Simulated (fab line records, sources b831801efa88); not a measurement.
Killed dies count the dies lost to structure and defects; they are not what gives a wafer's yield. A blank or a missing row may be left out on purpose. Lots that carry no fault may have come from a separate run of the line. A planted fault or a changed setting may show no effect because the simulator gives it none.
Struck lot and sound lot, side by side -- flow sky130 -- 17 out of 708 route steps
Sound: these wafers, L849.1, L849.3, L849.5. Struck: wafers L844.3, L844.5, L844.6. The cause is named last.
Order at every step that has rows: each side's tool, ch and its chambers, its first start. Under that, the readings that differ: sound wafers -- struck wafers -- difference of the means -- sigmas: that difference in standard deviations of wafers without a fault.
alike: readings whose means differ by less than 2 such deviations, and words and numbers that are the same on both sides. not compared: withheld readings, readings that some wafer has no value for, bounds like >300 that may hide the same value, and numbers for which the record gives no deviation and whose values overlap.
Wherever a step has rows on one side only, a row that says differs or no value, or a row with sigmas, the two part there. Numbers that don't overlap but have no deviation are shown without sigmas and don't part them. Lack of a reading on every wafer of one side parts them only where that side has two or more wafers.

first, 5 steps without rows for these wafers: SKY_SD_N_COAT_02 (resist thk 1140 nm); SKY_SD_N_SOFTBAKE_03 (time 60 s); SKY_SD_N_EXPOSE_04 (exposes mask NSDM, target cd 380 nm); SKY_SD_N_PEB_05; SKY_SD_N_DEVELOP_06 (develop time 60 s).
SKY_SD_N_CD_MEAS_07: the cd target is 380 nm.
  sound on cd_sem-01, day 32 20:57; struck on cd_sem-01, day 30 23:37
  alike: cd_nm
SKY_SD_N_OVL_MEAS_08:
  sound on overlay-02, day 32 21:04; struck on overlay-01, day 30 23:42
  alike: SD_N_OVL
then, 2 steps without rows for these wafers: SKY_SD_N_IMPLANT_09; SKY_SD_N_IMPLANT_10.
SKY_SD_N_STRIP_11: strips in O2/N2.
  sound on plasma_asher-04 ch 0,1, day 32 21:24; struck on plasma_asher-04 ch 0,1, day 31 00:04
  alike: drypump_motor_current_A, oes_product_au, strip_time_to_endpoint_s
  not compared: rf_hours_counter_h
SKY_SD_N_TW_MEAS_12:
  sound on film_metro-01, day 32 21:30; struck on film_metro-03, day 31 00:09
  alike: SD_N_TW
then, 1 step without rows for these wafers: SKY_SD_N_CLEAN_13 (cleans in SC1/SC2, time 150 s).
SKY_SD_N_RTA_14: time 2 s.
  sound on rtp_anneal-02 ch 0, day 32 21:37; struck on rtp_anneal-01 ch 0, day 31 00:16
  alike: anneal_temp_c_max, lamp_power_pct, ramp_down_c_per_s, wafer_temp_C_max
SKY_SD_N_RS_MEAS_16: the measuring method here is four-point-probe.
  sound on film_metro-03, day 32 21:47; struck on film_metro-01, day 31 00:27
reading,sound,struck,difference,sigmas
SD_N_RS (ohm/sq),68.55 68.58 68.69,71.32 71.37 71.37,+2.75,+25
SKY_SD_N_RS_MEAS_17: the measuring method here is four-point-probe.
  sound on film_metro-03, day 32 21:55; struck on film_metro-01, day 31 00:34
reading,sound,struck,difference,sigmas
SD_P_RS (ohm/sq),146.9 147.5 147.3,162.6 162.4 162.8,+15.4,+39
SKY_SD_N_RS_MEAS_18: the measuring method here is four-point-probe.
  sound on film_metro-03, day 32 22:02; struck on film_metro-01, day 31 00:41
  alike: RES_XHIGH_RS
-- a jump in the record: the struck wafers' starts before and after are 17 days apart (it breaks off in module SD_N and resumes in module PAD_OPEN, where the first step shown is number 708 of the route) --
SKY_PAD_OPEN_PROBE_99:
  sound on prober-02, day 49 09:49; struck on prober-01, day 48 03:45
reading,sound,struck,difference,sigmas
model.etest.res_xhigh_po.line_ohm_um,5424 5602 5693,6828 6968 6587,+1221,
model.etest.res_xhigh_po.rs_ohm_sq_rim_less_centre,63.3 97.92 102.2,480.4 492.5 480.4,+396.6,
model.etest.res_xhigh_po.rs_ohm_sq_range,94.08 128.9 141.1,511.3 529.9 512.2,+396.4,
model.etest.res_xhigh_po.rs_ohm_sq,1952 1974 2042,2388 2416 2316,+384,
model.etest.pfet_01v8.r_on_ohm_um,3077 3091 3138,2988 3032 2975,-104,
model.etest.res_pdiff.line_ohm_um,1350 1372 1364,1520 1502 1525,+154,
  alike: killed_at_M0_to_M3, killed_at_M4_up, killed_at_contacts, killed_at_front_end, killed_at_other, killed_dies, killed_open, killed_short
  not compared: model.etest.tip_p.rs_ohm_sq, model.etest.tip_p.rs_ohm_sq_rim_less_centre

WHERE THEY PART
Last at SKY_SD_N_RS_MEAS_17 as far as this record goes, first at SKY_SD_N_RS_MEAS_16. Later steps at which nothing parts them and some readings are alike: SKY_SD_N_RS_MEAS_18, SKY_PAD_OPEN_PROBE_99.

WHY: whatever the simulator had introduced
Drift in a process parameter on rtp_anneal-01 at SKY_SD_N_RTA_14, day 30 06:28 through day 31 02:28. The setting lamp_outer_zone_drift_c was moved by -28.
